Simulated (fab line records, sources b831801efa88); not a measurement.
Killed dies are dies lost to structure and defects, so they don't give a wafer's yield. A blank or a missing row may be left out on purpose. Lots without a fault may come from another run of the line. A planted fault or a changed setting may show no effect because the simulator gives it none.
fab line records | flow gf180mcu
record lots=13 wafers=39 last_day=34
route steps=602 shown STI@13 LVPWELL@64 MVSD@76 V1@338 M2@367
lots that met no fault: from a run of the same line without faults
start_h: hours from the record's first day to the start of the lot's first wafer shown | wait_h: hours since the lot's step before | " the same as in the row above | L1.1+2: a row that stands for several wafers | - no value, or no start given | * or withheld: withheld | < > ~ a bound
route shown NAME@n: a module of which the file shows steps, and the number in the route of the first | usual: mean/standard deviation of fault-free wafers | same: alike in all rows | chamber/n: place in a boat | sites: the reading at each site | _std_site: their standard deviation | _edge_site: outer sites' mean less inner sites' | radius_mm: how far each site lies from the wafer's centre | mask NAME#n: copy n | behind: the tool/chamber that last shaped the wafer | hold: why the lot was held/for how many hours/how that ended | device: the transistor (n, p or np) that didn't switch | end of line: the same wafers' tests at the end of the route | a step without rows: its recipe alone | killed: dies lost to structure and defects at the first sort, not the wafer's yield | map: a wafer's dies, x killed, . not, _ none there
set.NAME: the setting as run; set.NAME@STEP: as run at that earlier step | model.NAME: the simulator's own value behind a step, which no gauge read
steps of the route over a sample of lots; a table a step, a row a wafer
services: from which hour (start_h, from the record's first day; less than 0 if before it) a tool's chamber was out of use, for how many hours, and why
## steps
# step GF_STI_CD_MEAS_12
# recipe target_cd_nm=220
# usual cd_nm=219.8/1.2
# columns lot.wafer tool chamber start_h wait_h cd_nm
L249.1 cd_sem-01 - 29.95 0.1 219.6
L249.2 " - " " 220.2
L249.4 " - " " 220.8
L250.2 cd_sem-01 - 35.10 0.1 220.3
L250.3 " - " " 222.0
L250.5 " - " " 221.4
L251.3 cd_sem-02 - 40.82 0.1 219.8
L251.4 " - " " 218.7
L251.6 " - " " 219.1
L252.1 cd_sem-02 - 46.48 0.1 218.6
L252.2 " - " " 218.8
L252.6 " - " " 220.0
L257.3 cd_sem-01 - 72.62 0.1 220.0
L257.4 " - " " 221.1
L257.5 " - " " 221.1
L258.4 cd_sem-02 - 76.69 0.1 220.8
L258.5 " - " " 220.4
L258.6 " - " " 221.2
L259.1 cd_sem-01 - 83.40 0.1 218.0
L259.5 " - " " 218.0
L259.6 " - " " 220.0
L260.1 cd_sem-01 - 89.63 0.1 218.9
L260.2 " - " " 219.1
L260.3 " - " " 218.7
L261.2 cd_sem-02 - 92.10 0.1 219.8
L261.3 " - " " 219.2
L261.6 " - " " 218.5
L262.2 cd_sem-02 - 97.92 0.1 219.7
L262.3 " - " " 217.5
L262.5 " - " " 218.8
L264.1 cd_sem-02 - 107.28 0.1 219.5
L264.2 " - " " 221.0
L264.4 " - " " 220.1
L265.1 cd_sem-01 - 112.85 0.1 221.0
L265.2 " - " " 220.8
L265.4 " - " " 219.7
L270.2 cd_sem-02 - 143.77 0.1 218.2
L270.4 " - " " 219.2
L270.6 " - " " 219.3
# step GF_LVPWELL_STRIP_10
# recipe chemistry=O2/N2 power_w=1400 pressure_mtorr=1500 platen_temp_c=250 o2_flow_sccm=3000 n2_flow_sccm=300 overash_fraction=0.5
# usual drypump_motor_current_A=5.7/0.45 heater_power_w=322/31 n2_flow_sccm=299.8/0.86 oes_product_au=0.723/0.0052 strip_time_to_endpoint_s=36.96/0.11
# columns lot.wafer tool chamber start_h wait_h drypump_motor_current_A heater_power_w n2_flow_sccm oes_product_au rf_hours_counter_h strip_time_to_endpoint_s
L249.1 plasma_asher-02 0 75.77 0.1 5.3 320 299.2 0.723 19 36.99
L249.2 " 1 " " 5.0 355 299.9 0.722 19 36.90
L249.4 " 0 " " 5.3 317 299.0 0.727 - 36.84
L250.2 plasma_asher-04 0 79.12 0.1 6.3 320 300.4 0.718 44 37.10
L250.3 " 0 " " 6.3 328 301.3 0.726 - 37.18
L250.5 " 1 " " 5.3 341 300.2 0.717 - 37.23
L251.3 plasma_asher-03 1 87.15 0.1 5.8 343 299.8 0.725 - 37.01
L251.4 " 0 " " 6.1 262 299.1 0.733 - 37.09
L251.6 " 0 " " 6.1 268 299.5 0.727 - 36.96
L252.1 plasma_asher-04 1 92.05 0.1 5.4 342 300.7 0.719 45 37.07
L252.2 " 0 " " 6.3 334 299.9 0.732 45 36.97
L252.6 " 1 " " 5.4 345 301.2 0.731 - 37.05
L257.3 plasma_asher-02 0 120.50 0.1 5.3 322 298.2 0.719 - 37.08
L257.4 " 1 " " 5.0 370 299.7 0.716 - 37.00
L257.5 " 1 " " 5.0 364 301.3 0.717 - 36.96
L258.4 plasma_asher-04 0 128.47 0.1 6.2 316 299.6 0.719 - 36.97
L258.5 " 1 " " 5.4 347 299.5 0.722 - 36.99
L258.6 " 0 " " 6.2 319 300.3 0.713 - 37.01
L259.1 plasma_asher-04 1 132.27 0.1 5.4 337 298.9 0.714 1 37.02
L259.5 " 1 " " 5.4 348 299.7 0.719 - 36.97
L259.6 " 0 " " 6.2 328 298.3 0.729 - 36.95
L260.1 plasma_asher-03 0 137.55 0.1 6.1 273 298.4 0.727 49 36.89
L260.2 " 1 " " 5.8 323 301.1 0.714 49 36.88
L260.3 " 0 " " 6.1 264 299.9 0.716 - 36.94
L261.2 plasma_asher-02 1 140.60 0.1 5.0 370 301.2 0.727 26 36.71
L261.3 " 1 " " 5.0 356 300.8 0.724 - 36.79
L261.6 " 1 " " 5.0 356 301.1 0.721 - 36.93
L262.2 plasma_asher-03 0 148.12 0.1 6.1 266 299.4 0.719 50 37.14
L262.3 " 0 " " 6.1 266 300.4 0.729 - 37.14
L262.5 " 1 " " 5.8 331 298.6 0.724 - 37.16
L264.1 plasma_asher-03 0 155.93 0.1 6.1 271 301.4 0.726 51 36.80
L264.2 " 1 " " 5.8 331 299.5 0.718 51 36.84
L264.4 " 0 " " 6.1 262 300.6 0.731 - 36.74
L265.1 plasma_asher-04 1 162.42 0.1 5.4 346 300.5 0.941 4 -
L265.2 " 0 " " 6.2 314 300.8 0.932 4 -
L265.4 " 0 " " 6.2 316 299.5 0.937 - -
L270.2 plasma_asher-03 0 199.80 0.1 6.1 272 298.9 0.723 55 36.81
L270.4 " 1 " " 5.8 328 298.9 0.725 - 36.92
L270.6 " 1 " " 5.8 330 299.7 0.721 - 37.05
# step GF_MVSD_STRIP_10
# recipe chemistry=O2/N2 power_w=1400 pressure_mtorr=1500 platen_temp_c=250 o2_flow_sccm=3000 n2_flow_sccm=300 overash_fraction=0.5
# usual drypump_motor_current_A=5.7/0.37 heater_power_w=325/29 n2_flow_sccm=299.9/0.92 oes_product_au=0.723/0.0044 strip_time_to_endpoint_s=36.92/0.076
# columns lot.wafer tool chamber start_h wait_h drypump_motor_current_A heater_power_w n2_flow_sccm oes_product_au rf_hours_counter_h strip_time_to_endpoint_s
L249.1 plasma_asher-03 0 90.32 0.1 6.1 266 301.0 0.720 44 36.87
L249.2 " 1 " " 5.8 329 299.8 0.723 44 36.83
L249.4 " 1 " " 5.7 326 299.5 0.719 - 36.83
L250.2 plasma_asher-01 1 93.42 0.1 5.9 327 300.1 0.718 49 36.93
L250.3 " 1 " " 5.9 330 299.9 0.722 - 36.88
L250.5 " 0 " " 5.8 335 300.2 0.724 - 36.89
L251.3 plasma_asher-01 0 101.45 0.1 5.8 336 299.2 0.729 - 36.89
L251.4 " 1 " " 5.9 329 300.0 0.725 - 36.86
L251.6 " 1 " " 5.8 331 298.9 0.726 - 36.89
L252.1 plasma_asher-02 1 106.63 0.1 5.0 374 299.8 0.723 22 36.88
L252.2 " 0 " " 5.3 325 299.7 0.731 22 36.95
L252.6 " 1 " " 5.0 356 300.5 0.721 - 36.78
L257.3 plasma_asher-03 0 135.30 0.1 6.1 263 299.1 0.720 - 37.08
L257.4 " 1 " " 5.8 336 299.6 0.727 - 36.98
L257.5 " 0 " " 6.1 269 299.0 0.719 - 36.89
L258.4 plasma_asher-01 0 143.25 0.1 5.8 337 300.7 0.723 - 36.81
L258.5 " 0 " " 5.9 335 300.6 0.718 - 36.84
L258.6 " 1 " " 5.8 327 299.9 0.720 - 36.86
L259.1 plasma_asher-01 0 147.77 0.1 5.8 331 299.1 0.725 56 36.98
L259.5 " 0 " " 5.8 336 300.5 0.726 - 36.88
L259.6 " 1 " " 5.9 330 300.1 0.723 - 36.98
L260.1 plasma_asher-03 1 153.98 0.1 5.8 325 299.6 0.719 51 36.97
L260.2 " 0 " " 6.1 267 300.3 0.723 51 37.02
L260.3 " 1 " " 5.8 333 300.6 0.719 - 36.94
L261.2 plasma_asher-02 1 156.28 0.1 5.0 366 299.7 0.730 28 36.97
L261.3 " 0 " " 5.3 322 299.9 0.725 - 36.94
L261.6 " 1 " " 5.0 369 301.1 0.721 - 36.91
L262.2 plasma_asher-01 1 163.67 0.1 5.8 333 300.5 0.723 57 36.87
L262.3 " 0 " " 5.8 342 302.2 0.724 - 36.83
L262.5 " 1 " " 5.9 331 299.1 0.730 - 36.83
L264.1 plasma_asher-02 0 172.33 0.1 5.3 317 299.4 0.731 29 36.92
L264.2 " 1 " " 5.0 367 299.7 0.726 29 36.95
L264.4 " 1 " " 5.0 357 300.2 0.718 - 37.04
L265.1 plasma_asher-03 1 178.98 0.1 5.8 325 299.7 0.726 53 56.94
L265.2 " 0 " " 6.1 269 302.2 0.717 53 56.99
L265.4 " 0 " " 6.1 269 301.2 0.722 - 56.96
L270.2 plasma_asher-03 0 217.93 0.1 6.1 272 300.1 0.716 57 36.91
L270.4 " 0 " " 6.1 267 299.6 0.722 - 36.98
L270.6 " 0 " " 6.1 274 300.5 0.720 - 36.95
# step GF_MVSD_TW_MEAS_11
# usual MVSD_TW=1593/9
# columns lot.wafer tool chamber start_h wait_h MVSD_TW
L249.1 film_metro-03 - 90.42 0.1 1596
L249.2 " - " " 1595
L249.4 " - " " 1585
L250.2 film_metro-04 - 93.53 0.1 1608
L250.3 " - " " 1594
L250.5 " - " " 1599
L251.3 film_metro-04 - 101.54 0.1 1602
L251.4 " - " " 1611
L251.6 " - " " 1595
L252.1 film_metro-04 - 106.73 0.1 1596
L252.2 " - " " 1598
L252.6 " - " " 1593
L257.3 film_metro-04 - 135.39 0.1 1595
L257.4 " - " " 1602
L257.5 " - " " 1607
L258.4 film_metro-04 - 143.35 0.1 1609
L258.5 " - " " 1601
L258.6 " - " " 1601
L259.1 film_metro-03 - 147.87 0.1 1582
L259.5 " - " " 1585
L259.6 " - " " 1575
L260.1 film_metro-02 - 154.08 0.1 1582
L260.2 " - " " 1584
L260.3 " - " " 1583
L261.2 film_metro-02 - 156.39 0.1 1581
L261.3 " - " " 1579
L261.6 " - " " 1580
L262.2 film_metro-02 - 163.78 0.1 1592
L262.3 " - " " 1588
L262.5 " - " " 1584
L264.1 film_metro-02 - 172.43 0.1 1603
L264.2 " - " " 1615
L264.4 " - " " 1607
L265.1 film_metro-04 - 179.08 0.1 30
L265.2 " - " " 30
L265.4 " - " " 30
L270.2 film_metro-04 - 218.04 0.1 1586
L270.4 " - " " 1586
L270.6 " - " " 1597
# step GF_V1_THK_MEAS_03
# recipe reads=SiO2_of_V1_CVD_02
# usual V1_CVD_02_THK=851/12
# columns lot.wafer tool chamber start_h wait_h V1_CVD_02_THK[nm]
L249.1 film_metro-01 - 399.91 0.0 852
L249.2 " - " " 858
L249.4 " - " " 869
L250.2 film_metro-01 - 403.96 0.0 835
L250.3 " - " " 847
L250.5 " - " " 866
L251.3 film_metro-01 - 413.06 0.1 857
L251.4 " - " " 864
L251.6 " - " " 865
L252.1 film_metro-01 - 425.74 0.0 853
L252.2 " - " " 857
L252.6 " - " " 859
L257.3 film_metro-02 - 466.98 0.1 849
L257.4 " - " " 854
L257.5 " - " " 868
L258.4 film_metro-01 - 485.16 0.0 862
L258.5 " - " " 857
L258.6 " - " " 861
L259.1 film_metro-01 - 491.69 0.0 840
L259.5 " - " " 853
L259.6 " - " " 857
L260.1 film_metro-03 - 499.67 0.0 830
L260.2 " - " " 828
L260.3 " - " " 824
L261.2 film_metro-02 - 506.32 0.0 841
L261.3 " - " " 845
L261.6 " - " " 860
L262.2 film_metro-01 - 516.96 0.0 850
L262.3 " - " " 837
L262.5 " - " " 869
L264.1 film_metro-01 - 528.52 0.0 828
L264.2 " - " " 831
L264.4 " - " " 845
L265.1 film_metro-01 - 538.42 0.0 841
L265.2 " - " " 856
L265.4 " - " " 869
L270.2 film_metro-03 - 584.55 0.0 840
L270.4 " - " " 854
L270.6 " - " " 843
# step GF_M2_RS_MEAS_05
# recipe thk_meas_gauge=four-point-probe reads=TiN_of_M2_SPUTTER_04+Ti_of_M2_SPUTTER_03+AlCu_of_M2_SPUTTER_02+TiN_of_M2_SPUTTER_01+Ti_of_M2_SPUTTER_00
# usual M2_ALCU_RS=0.0694/0.00083
# columns lot.wafer tool chamber start_h wait_h M2_ALCU_RS[ohm/sq]
L249.1 film_metro-03 - 425.54 0.0 0.0703
L249.2 " - " " 0.0696
L249.4 " - " " 0.0715
L250.2 film_metro-03 - 430.12 0.1 0.0704
L250.3 " - " " 0.0710
L250.5 " - " " 0.0698
L251.3 film_metro-03 - 438.44 0.1 0.0692
L251.4 " - " " 0.0696
L251.6 " - " " 0.0697
L252.1 film_metro-04 - 451.96 0.0 0.0706
L252.2 " - " " 0.0703
L252.6 " - " " 0.0713
L257.3 film_metro-01 - 493.14 0.1 0.0702
L257.4 " - " " 0.0704
L257.5 " - " " 0.0694
L258.4 film_metro-01 - 510.34 0.1 0.0702
L258.5 " - " " 0.0705
L258.6 " - " " 0.0697
L259.1 film_metro-01 - 517.80 0.0 0.0687
L259.5 " - " " 0.0685
L259.6 " - " " 0.0680
L260.1 film_metro-01 - 525.33 0.0 0.0688
L260.2 " - " " 0.0697
L260.3 " - " " 0.0690
L261.2 film_metro-03 - 531.74 0.0 0.0701
L261.3 " - " " 0.0699
L261.6 " - " " 0.0699
L262.2 film_metro-01 - 541.98 0.0 0.0698
L262.3 " - " " 0.0696
L262.5 " - " " 0.0693
L264.1 film_metro-03 - 553.36 0.0 0.0688
L264.2 " - " " 0.0686
L264.4 " - " " 0.0686
L265.1 film_metro-01 - 562.76 0.0 0.0713
L265.2 " - " " 0.0699
L265.4 " - " " 0.0702
L270.2 film_metro-01 - 607.91 0.0 0.0684
L270.4 " - " " 0.0677
L270.6 " - " " 0.0687
## services
# columns tool chamber start_h hours kind
plasma_asher-03 - 60.07 7.1 repair
plasma_asher-04 - 107.14 2.8 pm
plasma_asher-03 - 109.71 1.4 repair
plasma_asher-04 - 109.89 9.0 pm
plasma_asher-04 0 109.89 10.6 vent_cycle
plasma_asher-04 1 109.89 10.6 vent_cycle
plasma_asher-04 - 110.76 9.8 repair
plasma_asher-04 0 118.89 - clean
plasma_asher-04 1 118.89 - clean
plasma_asher-02 - 189.38 0.4 repair
## key
first_sign step=GF_LVPWELL_STRIP_10 reading=oes_product_au direction=up sigmas=41 usual=0.723 struck=0.936
effect step=GF_MVSD_STRIP_10 reading=strip_time_to_endpoint_s direction=up sigmas=99+ usual=* struck=*
effect step=GF_MVSD_TW_MEAS_11 reading=MVSD_TW direction=down sigmas=99+ usual=1593 struck=30
met_at GF_LVPWELL_STRIP_10
struck_lots L265
sort_left_out L265.1,L265.2,L265.4
tester_left_out L265
not_acting_at GF_STI_CD_MEAS_12,GF_V1_THK_MEAS_03,GF_M2_RS_MEAS_05
onset_between 132.27 162.42
fault kind=strip_aborted tool=plasma_asher-04 chamber=- onset_h=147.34 steps=GF_LVPWELL_STRIP_10 offset=0.69544 end_h=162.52
# tester_left_out: of these lots the tester's yield and bins aren't shown, on N5 and GAA mostly nor the transistor test; their killed dies are dies lost to structure and defects alone, not to doping, threshold or leakage, so they don't give the yield
# sort_left_out: the simulated sort isn't trusted on such a fault, so these wafers' sort isn't shown, and their yield isn't known
